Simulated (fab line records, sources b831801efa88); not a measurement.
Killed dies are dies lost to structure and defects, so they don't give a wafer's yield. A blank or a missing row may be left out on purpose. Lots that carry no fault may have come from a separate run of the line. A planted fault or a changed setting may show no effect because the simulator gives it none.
Which tool did it?	flow gf180mcu	12 lots, 35 wafers sampled, at 6 steps of a route of 602

WHAT EACH GAUGE READ, for each wafer
GF_M3_RS_MEAS_05: the measuring method here is four-point-probe.
lot	measured	on	M3_ALCU_RS (ohm/sq)
L956	day 20 08:33	film-metro-01	0.0697 0.0694 0.0693
L957	day 20 12:26	film-metro-03	0.0686 0.0690 0.0691
L958	day 20 19:01	film-metro-03	0.0690 0.0698 0.0692
L960	day 21 23:13	film-metro-04	0.0688 0.0691 0.0688
L961	day 22 08:04	film-metro-03	0.0710 0.0703 0.0700
L963	day 23 09:22	film-metro-03	0.0682 0.0693 0.0697
L964	day 23 09:55	film-metro-03	0.0682 0.0682 0.0690
L965	day 23 17:20	film-metro-03	0.0699 0.0694 0.0695
L970	day 25 06:35	film-metro-04	0.0713 0.0710
L971	day 25 12:36	film-metro-03	0.0692 0.0692 0.0688
L977	day 27 17:28	film-metro-03	0.0700 0.0696 0.0696
L979	day 28 02:35	film-metro-03	0.0704 0.0703 0.0702

GF_M3_OVL_MEAS_15.
lot	measured	on	M3_OVL (nm)
L956	day 21 09:05	overlay-02	7 1 -4
L957	day 21 12:13	overlay-02	8 13 13
L958	day 21 18:40	overlay-02	5 -3 4
L960	day 22 22:07	overlay-01	2 -5 2
L961	day 23 06:42	overlay-02	-1 0 3
L963	day 24 07:50	overlay-02	-8 -6 -1
L964	day 24 08:11	overlay-01	4 1 8
L965	day 24 15:35	overlay-01	-1 -3 5
L970	day 26 03:16	overlay-02	-8 -13
L971	day 26 09:31	overlay-01	-2 -2 -11
L977	day 28 13:10	overlay-02	1 4 2
L979	day 28 22:13	overlay-02	6 3 3

GF_V3_THK_MEAS_01.
lot	measured	on	V3_CVD_00_THK (nm)
L956	day 21 09:50	film-metro-03	600 606 600
L957	day 21 13:04	film-metro-02	608 606 608
L958	day 21 19:26	film-metro-04	599 600 600
L960	day 22 22:52	film-metro-02	597 600 593
L961	day 23 07:36	film-metro-03	600 603 600
L963	day 24 08:37	film-metro-03	593 605 603
L964	day 24 09:08	film-metro-02	606 603 594
L965	day 24 16:22	film-metro-04	592 594 590
L970	day 26 04:02	film-metro-03	598 592
L971	day 26 10:17	film-metro-02	597 594 600
L977	day 28 13:57	film-metro-03	606 605 600
L979	day 28 23:02	film-metro-02	602 609 598

GF_V3_RS_MEAS_24: the measuring method here is four-point-probe.
lot	measured	on	V3_W_RS (ohm/sq)
L956	day 22 10:31	film-metro-02	0.324 0.325 0.326
L957	day 22 13:24	film-metro-03	0.329 0.326 0.327
L958	day 22 19:54	film-metro-04	0.322 0.317 0.317
L960	day 23 22:39	film-metro-02	0.320 0.319 0.314
L961	day 24 07:25	film-metro-04	0.322 0.323 0.323
L963	day 25 07:47	film-metro-02	0.314 0.319 0.315
L964	day 25 07:56	film-metro-03	0.324 0.326 0.322
L965	day 25 15:30	film-metro-03	0.329 0.327 0.330
L970	day 27 02:39	film-metro-04	0.566 0.323
L971	day 27 08:31	film-metro-02	0.327 0.573 0.573
L977	day 29 10:48	film-metro-03	0.321 0.327 0.320
L979	day 29 19:13	film-metro-03	0.326 0.324 0.321

GF_V3_THK_MEAS_25: measures by xrf.
lot	measured	on	V3_W_THK (nm)
L956	day 22 10:38	film-metro-02	338 339 341
L957	day 22 13:31	film-metro-03	336 341 339
L958	day 22 20:00	film-metro-04	349 353 351
L960	day 23 22:46	film-metro-02	346 345 351
L961	day 24 07:31	film-metro-04	349 344 344
L963	day 25 07:53	film-metro-02	352 348 351
L964	day 25 08:02	film-metro-03	346 343 348
L965	day 25 15:37	film-metro-03	337 342 339
L970	day 27 02:45	film-metro-04	200 344
L971	day 27 08:38	film-metro-02	338 197 197
L977	day 29 10:53	film-metro-03	346 343 347
L979	day 29 19:20	film-metro-03	342 346 349

EACH LOT AND THE TOOL THAT RAN IT (in order: tool; ch and the chambers of the sampled wafers; start)
lot	GF_V3_CVD_23
L956	cvd-w-02 ch 0,1, day 22 10:23
L957	cvd-w-02 ch 0,1, day 22 13:17
L958	cvd-w-01 ch 0,1, day 22 19:47
L960	cvd-w-01 ch 0,1, day 23 22:32
L961	cvd-w-01 ch 0,1, day 24 07:16
L963	cvd-w-01 ch 0,1, day 25 07:41
L964	cvd-w-02 ch 0,1, day 25 07:50
L965	cvd-w-02 ch 0,1, day 25 15:23
L970	cvd-w-02 ch 0,1, day 27 02:32
L971	cvd-w-02 ch 0,1, day 27 08:23
L977	cvd-w-01 ch 0,1, day 29 10:40
L979	cvd-w-01 ch 1, day 29 18:59
- GF_V3_CVD_23: deposits W, target thk 350 nm, time 104.9 s.

AS READ BY THE TOOLS THEMSELVES (means over the sampled wafers that have a number; for cases with no such wafer, the mark the record gives instead)
GF_V3_CVD_23.
lot	tool	heater-power-outer-w (W)	heater-power-w (W)
L956	cvd-w-02	505	814
L957	cvd-w-02	519	895
L958	cvd-w-01	543	940
L960	cvd-w-01	589	964
L961	cvd-w-01	580	985
L963	cvd-w-01	545	925
L964	cvd-w-02	516	892
L965	cvd-w-02	498	822
L970	cvd-w-02	516	867
L971	cvd-w-02	528	894
L977	cvd-w-01	588	995
L979	cvd-w-01	636	1042

THE ANSWER, worked out from the rows above alone
Rule: usual is defined by the lots themselves. The widest of any qualifying gaps counts: lots, ordered by their means at a reading, are off when they make up no more than a third of the lots, leave a main group of 4 or more, and stand apart from it by 3 or more times the standard deviation of that group's means. The tables above print the reading to a certain number of digits; a main group whose means all agree to those digits is not used. Also off: a lot with no number at a reading for which 4 or more lots have one. Where the step has rows for the other lots, those lots are counted as sound. Order of review: gauges by route order, followed by the tools' own readings, for which a lot's mean as printed above is used. The first step at which some lot is off is used, and at that step the reading that is off furthest; a lot without a number counts as furthest.
Off: L970, L971, at GF_V3_RS_MEAS_24 (V3_W_RS). Main group: mean 0.323 ohm/sq, sd 0.0039.
If a tool, at a process step before that reading, ran all the lots that are off and no sound lot after the first of them, it fits. Those tools and the gauges at GF_V3_RS_MEAS_24 are tried in the same way. One candidate fits, namely cvd-w-02 at GF_V3_CVD_23. Its last sound lot is L965 (day 25 15:23), its first lot that is off L970 (day 27 02:32): a fault that began between those two fits.

WHAT WAS PUT IN BY THE SIMULATOR
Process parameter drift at GF_V3_CVD_23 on cvd-w-02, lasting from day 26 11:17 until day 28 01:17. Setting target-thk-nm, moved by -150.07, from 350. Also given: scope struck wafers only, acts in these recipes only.
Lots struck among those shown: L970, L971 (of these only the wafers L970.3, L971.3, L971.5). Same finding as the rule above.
